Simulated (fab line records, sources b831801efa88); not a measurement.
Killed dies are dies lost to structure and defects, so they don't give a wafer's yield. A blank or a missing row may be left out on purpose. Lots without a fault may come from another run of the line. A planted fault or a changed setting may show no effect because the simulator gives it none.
One fault seen from 2 desks | flow sky130 | each desk has only its own numbers; what lay behind them comes last

THE TOOL OWNER'S DESK: rie_metal-03
The tool's own readings at SKY_METAL3_ETCH_16 (etches BARC in N2/H2, stops on SiO2, time 88.2 s, target depth 60 nm): means of the sampled wafers that have a number, for each lot that ran on this tool. A lot is out of limits, marked OUT, if its mean lies more than 4 standard deviations from the usual mean; the brackets give that distance.
Columns: A = drypump_motor_current_A at SKY_METAL3_ETCH_16, usual 5.9 A; B = oes_product_au at SKY_METAL3_ETCH_16, usual 0.626 a.u.; C = run_length_s at SKY_METAL3_ETCH_16, usual 116.3 s; D = throttle_valve_pct at SKY_METAL3_ETCH_16, usual 13.205 %
lot  | first seen here | A   | B                | C               | D
L746 | day 39 19:04    | 5.7 | 0.627            | 115.9           | 13.207
L752 | day 41 09:37    | 6.0 | 0.591 (-7.4) OUT | 130.9 (+28) OUT | 13.207
L753 | day 41 20:14    | 6.5 | 0.609            | 123.2 (+13) OUT | 13.204
L755 | day 42 10:47    | 6.2 | 0.601 (-5.4) OUT | 125.9 (+18) OUT | 13.204
L765 | day 44 20:11    | 6.2 | 0.626            | 115.7           | 13.212
This desk's finding: out of limits on L752, L753, L755; first on L752, day 41 09:37 (oes_product_au at SKY_METAL3_ETCH_16). In limits: L746, L765.

THE METROLOGY DESK
What the gauges read, lot by lot, whatever tool the lot ran on: means of the sampled wafers that have a number. A lot is out of limits, marked OUT, if its mean lies more than 4 standard deviations from the usual mean; the brackets give that distance.
Columns: A = METAL1_OVL at SKY_METAL1_OVL_MEAS_16, usual 6 nm; B = VIA1_BOW at SKY_VIA1_BOW_MEAS_03, usual 79 um; C = VIA1_W_RS at SKY_VIA1_RS_MEAS_22, usual 0.427 ohm/sq
lot  | first seen here | A  | B  | C
L744 | day 33 01:49    | 4  | 83 | 0.424
L746 | day 34 03:22    | 7  | 78 | 0.423
L747 | day 34 05:13    | 8  | 86 | 0.425
L752 | day 35 18:43    | 6  | 86 | 0.421
L753 | day 36 06:31    | 8  | 82 | 0.424
L755 | day 36 23:37    | 6  | 79 | 0.421
L757 | day 37 04:38    | 7  | 76 | 0.429
L758 | day 37 08:10    | 10 | 75 | 0.432
L762 | day 38 13:52    | -4 | 74 | 0.427
L765 | day 39 14:52    | 6  | 76 | 0.431
L766 | day 39 16:46    | 18 | 74 | 0.417
L767 | day 40 00:28    | 8  | 81 | 0.432
This desk's finding: nothing out of limits on any of the 12 lots.

PUT TOGETHER
The tool owner's desk could have raised an alarm at day 41 09:37, on L752, L753, L755.
The metrology desk saw nothing out of limits.
The metrology desk has L752, L753, L755 on record, within its limits.
Of the lots named, all ran SKY_METAL3_ETCH_16 on rie_metal-03.

WHAT THE SIMULATOR HAD PUT IN
Process parameter drift: rie_metal-03, from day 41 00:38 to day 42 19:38, at SKY_METAL3_ETCH_16. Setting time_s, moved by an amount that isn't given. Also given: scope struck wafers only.
Lots struck among those shown: L752, L753, L755.
Hours from the fault's start to each desk's first reading out of limits: the tool owner's desk, 9.
